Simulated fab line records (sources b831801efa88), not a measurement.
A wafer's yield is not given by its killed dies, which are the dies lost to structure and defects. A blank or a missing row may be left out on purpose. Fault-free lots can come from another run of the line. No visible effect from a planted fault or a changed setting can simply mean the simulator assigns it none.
One fault seen from 2 desks + flow sky130 + every desk sees just its own numbers, and what lay behind them comes last

== TOOL OWNER'S DESK, rie diel-04 ==
The tool's own readings at SKY_SPACER_ETCHBACK_02 (etches Si3N4 in CH3F/O2, stops on SiO2, time 46.7 s, target depth 45 nm): means of the sampled wafers that have a number, for each lot that ran on this tool. Marked OUT: a lot whose mean sits more than 4 standard deviations from the usual mean, which makes it out of limits; the brackets give that distance.
Columns: A = O2_flow_sccm at SKY_SPACER_ETCHBACK_02, usual 30.00 sccm; B = ch3f flow sccm at SKY_SPACER_ETCHBACK_02, usual 40.01 sccm; C = drypump motor current A at SKY_SPACER_ETCHBACK_02, usual 5.8 A; D = oes product au at SKY_SPACER_ETCHBACK_02, usual 0.855 a.u.; E = run length s at SKY_SPACER_ETCHBACK_02, usual 74.9 s; F = throttle valve pct at SKY_SPACER_ETCHBACK_02, usual 10.562 %
| lot  | first seen here | A     | B     | C   | D                | E              | F      |
|------|-----------------|-------|-------|-----|------------------|----------------|--------|
| L369 | day 22 15:16    | 30.04 | 40.01 | 5.8 | 0.854            | 75.3           | 10.565 |
| L379 | day 26 14:05    | 30.07 | 39.98 | 6.0 | 0.859            | 74.6           | 10.552 |
| L380 | day 27 22:44    | 30.06 | 39.99 | 6.1 | 0.816 (-5.8) OUT | 79.1 (+11) OUT | 10.554 |
| L384 | day 28 18:35    | 29.89 | 39.99 | 5.9 | 0.758 (-14) OUT  | 87.3 (+32) OUT | 10.553 |
This desk's verdict: out of limits on L380, L384, starting with L380 at day 27 22:44 (oes product au at SKY_SPACER_ETCHBACK_02). Within limits: L369, L379.

== AT THE METROLOGY DESK ==
What the gauges read for every lot (on any tool): the sampled wafers with a number, averaged. Marked OUT: a lot whose mean sits more than 4 standard deviations from the usual mean, which makes it out of limits; the brackets give that distance.
Columns: A = VT_ADJUST_HVTP_OVL at SKY_VT_ADJUST_HVTP_OVL_MEAS_08, usual 0.0 nm; B = LDD_LDN_TW at SKY_LDD_LDN_TW_MEAS_13, usual 1489
| lot  | first seen here | A    | B    |
|------|-----------------|------|------|
| L368 | day 6 03:18     | 0.7  | 1493 |
| L369 | day 6 09:47     | -0.4 | 1494 |
| L372 | day 6 22:58     | -0.1 | 1495 |
| L373 | day 7 06:08     | 1.4  | 1496 |
| L375 | day 8 12:38     | 0.9  | 1491 |
| L379 | day 9 00:39     | 0.8  | 1485 |
| L380 | day 10 02:50    | -0.4 | 1486 |
| L382 | day 10 04:23    | 1.8  | 1494 |
| L384 | day 10 15:06    | -2.7 | 1496 |
| L388 | day 11 08:32    | 0.8  | 1491 |
| L389 | day 11 17:20    | -0.9 | 1490 |
| L390 | day 11 22:35    | -1.0 | 1482 |
Result from this desk: across the 12 lots, nothing is out of limits.

== BROUGHT TOGETHER ==
The tool owner's desk could have raised an alarm at day 27 22:44, on L380, L384.
The metrology desk saw nothing out of limits.
The metrology desk holds a record of L380, L384, inside its limits.
Of the lots named, all ran SKY_SPACER_ETCHBACK_02 on rie diel-04.

== WHAT THE SIMULATOR HAD INSERTED ==
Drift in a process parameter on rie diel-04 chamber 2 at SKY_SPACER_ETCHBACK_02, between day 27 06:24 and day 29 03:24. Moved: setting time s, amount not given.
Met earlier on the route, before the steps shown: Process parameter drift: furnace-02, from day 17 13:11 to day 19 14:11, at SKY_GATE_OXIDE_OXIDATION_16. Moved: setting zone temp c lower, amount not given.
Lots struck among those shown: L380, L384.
How many hours passed from the start of the fault until each desk's first out-of-limits reading: the tool owner's desk, 16.
